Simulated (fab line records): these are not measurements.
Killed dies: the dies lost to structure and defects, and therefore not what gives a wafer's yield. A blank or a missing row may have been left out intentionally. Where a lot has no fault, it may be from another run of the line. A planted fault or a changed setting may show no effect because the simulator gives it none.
Which tool is to blame? | flow gf180mcu | 13 lots with 39 wafers sampled at 5 steps, on a route of 602 steps

WHAT THE GAUGES SHOWED, per wafer
GF_HV_LDD_OVL_MEAS_32. Usual: HV_LDD_02_OVL -0.4 nm, standard deviation 1.6.
lot  | measured     | on         | HV_LDD_02_OVL (nm)            | flag
L441 | day 11 10:12 | overlay-01 | -1.7 -1.8 -0.7                |
L442 | day 11 21:38 | overlay-02 | -0.2 1.2 -1.3                 |
L444 | day 12 16:22 | overlay-01 | -0.6 -0.5 -0.6                |
L448 | day 14 02:55 | overlay-01 | -0.1 -0.9 1.9                 |
L447 | day 14 12:58 | overlay-02 | -0.9 -1.0 -1.8                |
L450 | day 15 05:46 | overlay-02 | -1.4 -0.9 -2.8                |
L451 | day 15 06:05 | overlay-01 | 0.4 0.9 2.0                   |
L452 | day 15 12:31 | overlay-01 | 1.0 0.2 0.5                   |
L453 | day 16 02:23 | overlay-02 | -0.2 0.5 -0.3                 |
L455 | day 16 09:17 | overlay-01 | 1.1 -1.8 -0.1                 |
L459 | day 17 10:55 | overlay-02 | 53.7 53.7 55.8 55.5 54.8 56.8 | OFF
L460 | day 17 19:46 | overlay-01 | 54.4 54.4 54.9 55.6 55.7 56.5 | OFF
L464 | day 19 14:41 | overlay-02 | -3.1 -3.0 -3.7                |

GF_HV_LDD_THK_MEAS_57. Usual: HV_LDD_CVD_56_THK 89.7 nm, standard deviation 0.7.
lot  | measured     | on            | HV_LDD_CVD_56_THK (nm) | flag
L441 | day 12 08:20 | film-metro-03 | 90.2 90.2 89.6         |
L442 | day 12 21:25 | film-metro-03 | 89.6 89.5 88.6         |
L444 | day 13 16:10 | film-metro-04 | 89.0 89.0 88.4         |
L448 | day 15 04:32 | film-metro-03 | 91.0 90.7 90.5         |
L447 | day 15 14:25 | film-metro-02 | 89.8 90.3 89.8         |
L450 | day 16 07:37 | film-metro-04 | 89.1 89.2 89.9         |
L451 | day 16 07:49 | film-metro-03 | 90.5 90.3 90.8         |
L452 | day 16 14:05 | film-metro-02 | 89.4 89.5 90.1         |
L453 | day 17 05:01 | film-metro-04 | 88.8 89.1 89.4         |
L455 | day 17 11:51 | film-metro-02 | 90.3 90.4 89.6         |
L464 | day 20 19:04 | film-metro-04 | 89.6 89.7 89.2         |

GF_NSD_OVL_MEAS_08. Usual: NSD_OVL -0.5 nm, standard deviation 1.3.
lot  | measured     | on         | NSD_OVL (nm)   | flag
L441 | day 13 04:02 | overlay-02 | -0.4 0.5 -0.5  |
L442 | day 13 17:50 | overlay-01 | 1.1 0.6 0.0    |
L444 | day 14 13:26 | overlay-01 | -1.2 -1.1 0.9  |
L448 | day 16 03:01 | overlay-02 | -0.2 -1.3 -0.1 |
L447 | day 16 12:41 | overlay-02 | 1.9 0.6 0.5    |
L450 | day 17 06:52 | overlay-02 | -0.1 0.8 0.2   |
L451 | day 17 07:05 | overlay-01 | -2.7 -0.1 -1.1 |
L452 | day 17 12:29 | overlay-01 | 0.4 0.6 -1.4   |
L453 | day 18 03:35 | overlay-02 | -0.9 1.1 -1.5  |
L455 | day 18 19:10 | overlay-01 | -0.2 -0.1 0.7  |
L464 | day 21 19:26 | overlay-01 | -0.6 -0.9 0.7  |

WHICH TOOL RAN EACH LOT (tool, then ch and the chambers of the sampled wafers, then the start)
lot  | GF_MVSD_STRIP_10                     | GF_HV_LDD_EXPOSE_28
L441 | plasma-asher-01 ch 0,1, day 4 08:26  | iline-stepper-01 ch 0, day 11 01:01
L442 | plasma-asher-04 ch 0,1, day 4 15:55  | iline-stepper-02 ch 0, day 11 11:47
L444 | plasma-asher-04 ch 0,1, day 5 03:08  | iline-stepper-02 ch 0, day 12 07:16
L448 | plasma-asher-04 ch 0, day 6 08:44    | iline-stepper-02 ch 0, day 13 16:29
L447 | plasma-asher-03 ch 0,1, day 6 10:11  | iline-stepper-02 ch 0, day 14 03:04
L450 | plasma-asher-04 ch 0,1, day 6 23:53  | iline-stepper-01 ch 0, day 14 18:53
L451 | plasma-asher-01 ch 0,1, day 7 03:05  | iline-stepper-01 ch 0, day 14 19:22
L452 | plasma-asher-04 ch 0,1, day 7 05:26  | iline-stepper-02 ch 0, day 15 02:20
L453 | plasma-asher-01 ch 0,1, day 7 15:47  | iline-stepper-02 ch 0, day 15 14:41
L455 | plasma-asher-04 ch 0,1, day 7 22:47  | iline-stepper-02 ch 0, day 15 22:49
L459 | plasma-asher-04 ch 0,1, day 8 20:14  | iline-stepper-02 ch 0, day 17 00:16
L460 | plasma-asher-03 ch 0,1, day 9 01:56  | iline-stepper-02 ch 0, day 17 08:21
L464 | plasma-asher-04 ch 0,1, day 10 03:17 | iline-stepper-01 ch 0, day 19 01:39
- GF_MVSD_STRIP_10: strips in O2/N2.
- GF_HV_LDD_EXPOSE_28: exposes mask Nplus HV AREA, target cd 400 nm.

WHAT THE TOOLS THEMSELVES READ (means of the sampled wafers that have a number; where no wafer has one, the mark that the record gives instead)
GF_MVSD_STRIP_10. Usual: drypump-motor-current-A 5.4 A, standard deviation 0.51; heater-power-w 325 W, standard deviation 49; oes-product-au 0.722 a.u., standard deviation 0.0047; strip-time-to-endpoint-s 36.91 s, standard deviation 0.096.
lot  | tool            | drypump-motor-current-A (A) | heater-power-w (W) | oes-product-au (a.u.) | strip-time-to-endpoint-s (s) | flag
L441 | plasma-asher-01 | 5.1                         | 307                | 0.722                 | 36.89                        |
L442 | plasma-asher-04 | 5.1                         | 302                | 0.718                 | 36.80                        |
L444 | plasma-asher-04 | 5.6                         | 306                | 0.724                 | 36.91                        |
L448 | plasma-asher-04 | 6.0                         | 310                | 0.726                 | 36.97                        |
L447 | plasma-asher-03 | 5.6                         | 370                | 0.724                 | 36.77                        |
L450 | plasma-asher-04 | 5.7                         | 310                | 0.721                 | 36.80                        |
L451 | plasma-asher-01 | 5.1                         | 304                | 0.719                 | 37.05                        |
L452 | plasma-asher-04 | 5.7                         | 305                | 0.717                 | 36.92                        |
L453 | plasma-asher-01 | 5.4                         | 282                | 0.720                 | 37.03                        |
L455 | plasma-asher-04 | 5.2                         | 304                | 0.724                 | 36.91                        |
L459 | plasma-asher-04 | 5.2                         | 305                | 0.728                 | 36.93                        |
L460 | plasma-asher-03 | 5.6                         | 362                | 0.724                 | 37.02                        |
L464 | plasma-asher-04 | 5.6                         | 306                | 0.720                 | 36.96                        |

GF_HV_LDD_EXPOSE_28. Usual: stage-vel-mm-s 499.98 mm/s, standard deviation 0.25.
lot  | tool             | stage-vel-mm-s (mm/s) | flag
L441 | iline-stepper-01 | 499.99                |
L442 | iline-stepper-02 | 499.85                |
L444 | iline-stepper-02 | 500.34                |
L448 | iline-stepper-02 | 499.96                |
L447 | iline-stepper-02 | 499.80                |
L450 | iline-stepper-01 | 499.83                |
L451 | iline-stepper-01 | 499.84                |
L452 | iline-stepper-02 | 500.08                |
L453 | iline-stepper-02 | 499.94                |
L455 | iline-stepper-02 | 499.86                |
L459 | iline-stepper-02 | 500.05                |
L460 | iline-stepper-02 | 500.11                |
L464 | iline-stepper-01 | 500.16                |

THE ANSWER, worked out from the rows above alone
Rule: a lot is off if the mean of its wafers that have a number lies more than 3 standard deviations from the usual mean. A lot without any number at a reading at which 4 lots or more have one is off too. Where the step has rows for the other lots, those lots are counted as sound. The gauges are gone through in route order, then the tools' own readings, and for those a lot's mean is taken as printed above. The first step at which some lot is off is used, and at that step the reading that is off furthest; a lot without a number counts as furthest.
Off: L459, L460, seen at GF_HV_LDD_OVL_MEAS_32 (HV_LDD_02_OVL).
A tool fits if, at a process step before that reading, it ran every lot that is off, and no sound lot after the first of them. Gauges at GF_HV_LDD_OVL_MEAS_32: tried the same way as those tools. One fits: GF_HV_LDD_EXPOSE_28 on iline-stepper-02. A fault onset in the window from L455 (day 15 22:49, its last sound lot) to L459 (day 17 00:16, its first lot off) fits.

WHAT HAD BEEN PUT IN BY THE SIMULATOR
Scanner matching overlay: iline-stepper-02, from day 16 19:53 on, at GF_HV_LDD_EXPOSE_28. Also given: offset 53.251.
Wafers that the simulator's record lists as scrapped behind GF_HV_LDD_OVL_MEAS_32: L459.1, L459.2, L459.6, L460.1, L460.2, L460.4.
Struck lots among those shown: L459, L460. The rule given above showed the same thing.
